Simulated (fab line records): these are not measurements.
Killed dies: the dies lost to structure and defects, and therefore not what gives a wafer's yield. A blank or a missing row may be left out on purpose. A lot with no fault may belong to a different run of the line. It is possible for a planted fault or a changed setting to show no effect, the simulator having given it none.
Which tool is to blame? + flow sky130 + 42 wafers from 14 lots sampled at 7 of the route's 708 steps

== WHAT THE GAUGES READ, wafer by wafer ==
SKY_FIELD_ISO_CD_MEAS_13: target cd 150 nm.
| lot  | measured    | on        | cd nm (nm)        |
|------|-------------|-----------|-------------------|
| L131 | day 2 04:02 | cd sem-02 | 151.6 150.6 150.7 |
| L133 | day 2 19:04 | cd sem-02 | 148.2 148.4 148.1 |
| L135 | day 3 03:41 | cd sem-02 | 148.7 148.5 148.6 |
| L136 | day 3 10:10 | cd sem-01 | 152.4 153.4 151.6 |
| L143 | day 4 18:52 | cd sem-01 | 145.8 148.1 148.1 |
| L144 | day 5 00:10 | cd sem-02 | 150.3 149.3 149.7 |
| L145 | day 5 05:13 | cd sem-02 | 151.7 151.9 152.5 |
| L147 | day 5 15:19 | cd sem-02 | 151.2 150.6 151.5 |
| L148 | day 5 21:40 | cd sem-02 | 149.4 148.8 149.1 |
| L149 | day 6 00:59 | cd sem-02 | 150.0 151.9 150.4 |
| L150 | day 6 06:40 | cd sem-02 | 152.4 153.8 152.9 |
| L151 | day 6 14:02 | cd sem-02 | 150.3 148.1 149.7 |
| L153 | day 7 06:14 | cd sem-02 | 149.0 149.6 148.9 |
| L154 | day 7 06:22 | cd sem-02 | 151.3 151.0 150.8 |

SKY_SONOS_TUNNEL_TW_MEAS_12.
| lot  | measured     | on            | SONOS_TUNNEL_TW   |
|------|--------------|---------------|-------------------|
| L131 | day 11 01:00 | film metro-02 | 201.2 199.8 202.1 |
| L133 | day 11 23:30 | film metro-01 | 199.0 199.7 198.2 |
| L135 | day 12 13:19 | film metro-01 | 30.1 30.2 30.2    |
| L136 | day 13 02:37 | film metro-01 | 30.4 30.5 30.4    |
| L143 | day 15 05:19 | film metro-04 | 194.2 194.8 193.7 |
| L144 | day 15 08:22 | film metro-01 | 200.0 198.3 198.4 |
| L145 | day 15 18:47 | film metro-01 | 199.1 198.1 197.6 |
| L147 | day 17 10:56 | film metro-04 | 195.5 193.6 194.9 |
| L148 | day 17 21:15 | film metro-04 | 195.2 194.1 195.0 |
| L149 | day 17 21:35 | film metro-01 | 198.3 198.0 198.6 |
| L150 | day 18 08:37 | film metro-02 | 200.3 200.2 200.4 |
| L151 | day 18 17:01 | film metro-04 | 194.5 195.5 194.5 |
| L153 | day 19 03:23 | film metro-02 | 200.9 199.0 200.2 |
| L154 | day 19 00:30 | film metro-01 | 197.5 198.9 197.7 |

SKY_LDD_N_TW_MEAS_17.
| lot  | measured     | on            | LDD_N_TW       |
|------|--------------|---------------|----------------|
| L131 | day 17 07:34 | film metro-02 | 2641 2639 2613 |
| L133 | day 18 13:44 | film metro-01 | 2612 2606 2601 |
| L135 | day 19 03:40 | film metro-01 | 2600 2602 2587 |
| L136 | day 19 19:57 | film metro-01 | 2598 2605 2589 |
| L143 | day 22 03:41 | film metro-01 | 2590 2594 2589 |
| L144 | day 22 03:18 | film metro-02 | 2632 2628 2631 |
| L145 | day 22 20:42 | film metro-02 | 2625 2629 2614 |
| L147 | day 24 09:24 | film metro-03 | 2568 2553 2566 |
| L148 | day 25 10:25 | film metro-02 | 2623 2613 2624 |
| L149 | day 25 10:43 | film metro-03 | 2550 2537 2532 |
| L150 | day 25 11:37 | film metro-02 | 2621 2634 2631 |
| L151 | day 25 20:19 | film metro-02 | 2617 2617 2614 |
| L153 | day 26 00:58 | film metro-03 | 2565 2559 2575 |
| L154 | day 25 23:34 | film metro-03 | 2544 2542 2558 |

SKY_SD_P_TW_MEAS_11.
| lot  | measured     | on            | SD_P_TW        |
|------|--------------|---------------|----------------|
| L131 | day 25 01:26 | film metro-03 | 2788 2781 2780 |
| L133 | day 26 04:39 | film metro-04 | 2788 2788 2794 |
| L135 | day 26 18:38 | film metro-03 | 2811 2803 2795 |
| L136 | day 27 07:44 | film metro-03 | 2769 2765 2771 |
| L143 | day 29 23:47 | film metro-03 | 2764 2784 2780 |
| L144 | day 29 18:47 | film metro-02 | 2898 2878 2874 |
| L145 | day 30 02:35 | film metro-03 | 2784 2802 2786 |
| L147 | day 31 13:44 | film metro-03 | 2822 2802 2799 |
| L148 | day 32 17:50 | film metro-04 | 2803 2784 2796 |
| L149 | day 32 18:41 | film metro-04 | 2787 2805 2780 |
| L150 | day 32 18:23 | film metro-02 | 2874 2897 2881 |
| L151 | day 32 20:48 | film metro-02 | 2873 2871 2890 |
| L153 | day 33 02:32 | film metro-02 | 2852 2862 2867 |
| L154 | day 32 22:56 | film metro-02 | 2879 2884 2877 |

SKY_LI_CONTACT_BOW_MEAS_03.
| lot  | measured     | on            | LI_CONTACT_BOW (um) |
|------|--------------|---------------|---------------------|
| L131 | day 27 12:14 | film metro-04 | 64 57 48            |
| L133 | day 28 14:47 | film metro-02 | 45 54 60            |
| L135 | day 29 04:14 | film metro-03 | 27 18 25            |
| L136 | day 29 17:10 | film metro-03 | 17 33 26            |
| L143 | day 32 07:41 | film metro-03 | 64 51 61            |
| L144 | day 32 01:04 | film metro-04 | 55 53 63            |
| L145 | day 32 10:07 | film metro-03 | 67 62 49            |
| L147 | day 33 22:01 | film metro-04 | 62 60 71            |
| L148 | day 35 01:46 | film metro-04 | 63 58 54            |
| L149 | day 35 02:22 | film metro-02 | 59 55 56            |
| L150 | day 35 02:20 | film metro-03 | 68 50 65            |
| L151 | day 35 04:17 | film metro-02 | 64 65 62            |
| L153 | day 35 09:43 | film metro-02 | 55 54 43            |
| L154 | day 35 05:58 | film metro-02 | 63 62 57            |

SKY_CONTACT_BOW_MEAS_05.
| lot  | measured     | on            | CONTACT_BOW (um) |
|------|--------------|---------------|------------------|
| L131 | day 30 02:13 | film metro-03 | 90 85 76         |
| L133 | day 30 23:35 | film metro-02 | 71 81 86         |
| L135 | day 31 14:17 | film metro-01 | 56 46 51         |
| L136 | day 32 01:22 | film metro-02 | 44 61 53         |
| L143 | day 34 16:51 | film metro-02 | 91 76 86         |
| L144 | day 34 09:05 | film metro-01 | 80 77 87         |
| L145 | day 34 17:50 | film metro-01 | 93 88 75         |
| L147 | day 36 06:06 | film metro-03 | 86 84 95         |
| L148 | day 37 09:25 | film metro-03 | 83 79 76         |
| L149 | day 37 10:26 | film metro-02 | 84 80 81         |
| L150 | day 37 10:05 | film metro-01 | 96 78 92         |
| L151 | day 37 12:14 | film metro-03 | 89 89 89         |
| L153 | day 37 17:37 | film metro-01 | 82 82 71         |
| L154 | day 37 14:04 | film metro-02 | 88 86 82         |

== EACH LOT AND THE TOOL THAT RAN IT (in order: tool; ch and the chambers of the sampled wafers; start) ==
| lot  | SKY_VT_ADJUST_PCH_STRIP_09           |
|------|--------------------------------------|
| L131 | plasma asher-01 ch 0, day 10 00:55   |
| L133 | plasma asher-01 ch 0, day 10 23:37   |
| L135 | plasma asher-03 ch 0, day 11 12:52   |
| L136 | plasma asher-04 ch 0,1, day 12 01:13 |
| L143 | plasma asher-04 ch 0,1, day 14 01:31 |
| L144 | plasma asher-03 ch 0,1, day 14 05:04 |
| L145 | plasma asher-03 ch 0,1, day 14 15:22 |
| L147 | plasma asher-04 ch 0,1, day 16 05:19 |
| L148 | plasma asher-03 ch 0,1, day 16 15:07 |
| L149 | plasma asher-04 ch 0,1, day 16 15:28 |
| L150 | plasma asher-01 ch 0,1, day 17 02:10 |
| L151 | plasma asher-04 ch 0,1, day 17 11:28 |
| L153 | plasma asher-04 ch 0,1, day 17 20:28 |
| L154 | plasma asher-03 ch 0,1, day 17 18:52 |
- SKY_VT_ADJUST_PCH_STRIP_09: strips in O2/N2.

== AS READ BY THE TOOLS THEMSELVES (means over the sampled wafers that have a number; for cases with no such wafer, the mark the record gives instead) ==
SKY_VT_ADJUST_PCH_STRIP_09.
| lot  | tool            | chamber pressure mTorr (mTorr) | drypump motor current A (A) | oes product au (a.u.) | strip time to endpoint s (s) |
|------|-----------------|--------------------------------|-----------------------------|-----------------------|------------------------------|
| L131 | plasma asher-01 | 1500.4                         | 5.6                         | 0.725                 | 37.06                        |
| L133 | plasma asher-01 | 1498.9                         | 5.6                         | 0.720                 | 37.01                        |
| L135 | plasma asher-03 | -                              | -                           | -                     | -                            |
| L136 | plasma asher-04 | -                              | -                           | -                     | -                            |
| L143 | plasma asher-04 | 1500.0                         | 5.4                         | 0.723                 | 36.93                        |
| L144 | plasma asher-03 | 1500.3                         | 5.8                         | 0.724                 | 36.94                        |
| L145 | plasma asher-03 | 1500.3                         | 5.8                         | 0.721                 | 37.06                        |
| L147 | plasma asher-04 | 1499.8                         | 5.4                         | 0.724                 | 36.94                        |
| L148 | plasma asher-03 | 1499.0                         | 5.8                         | 0.719                 | 36.97                        |
| L149 | plasma asher-04 | 1499.6                         | 5.5                         | 0.721                 | 36.93                        |
| L150 | plasma asher-01 | 1501.8                         | 5.4                         | 0.723                 | 36.96                        |
| L151 | plasma asher-04 | 1499.7                         | 5.4                         | 0.722                 | 36.80                        |
| L153 | plasma asher-04 | 1500.3                         | 5.4                         | 0.717                 | 36.92                        |
| L154 | plasma asher-03 | 1500.0                         | 5.8                         | 0.720                 | 36.97                        |

== THE ANSWER, worked out from the rows above alone ==
Rule: what is usual is taken from the lots themselves. The widest of any qualifying gaps counts: lots, ordered by their means at a reading, are off when they make up no more than a third of the lots, leave a main group of 4 or more, and stand apart from it by 3 or more times the standard deviation of that group's means. The tables above print the reading to a certain number of digits; a main group whose means all agree to those digits is not used. Also off: a lot with no number at a reading for which 4 or more lots have one. Any other lot the step has rows for is counted as sound. The gauges are gone through in route order, then the tools' own readings, and for those a lot's mean is taken as printed above. At the first step where some lot is off, the reading lying furthest off is the one used; lots without a number count as furthest.
Off: L135, L136, at SKY_SONOS_TUNNEL_TW_MEAS_12 (SONOS_TUNNEL_TW). The main group: mean 197.7, standard deviation 2.3.
If a tool, at a process step before that reading, ran all the lots that are off and no sound lot after the first of them, it fits. Not tried: the gauges at SKY_SONOS_TUNNEL_TW_MEAS_12; whatever is off there is also off at SKY_LI_CONTACT_BOW_MEAS_03, on other tools, and gauge error can't account for it. None of those tried fits.

== WHAT WAS PUT IN BY THE SIMULATOR ==
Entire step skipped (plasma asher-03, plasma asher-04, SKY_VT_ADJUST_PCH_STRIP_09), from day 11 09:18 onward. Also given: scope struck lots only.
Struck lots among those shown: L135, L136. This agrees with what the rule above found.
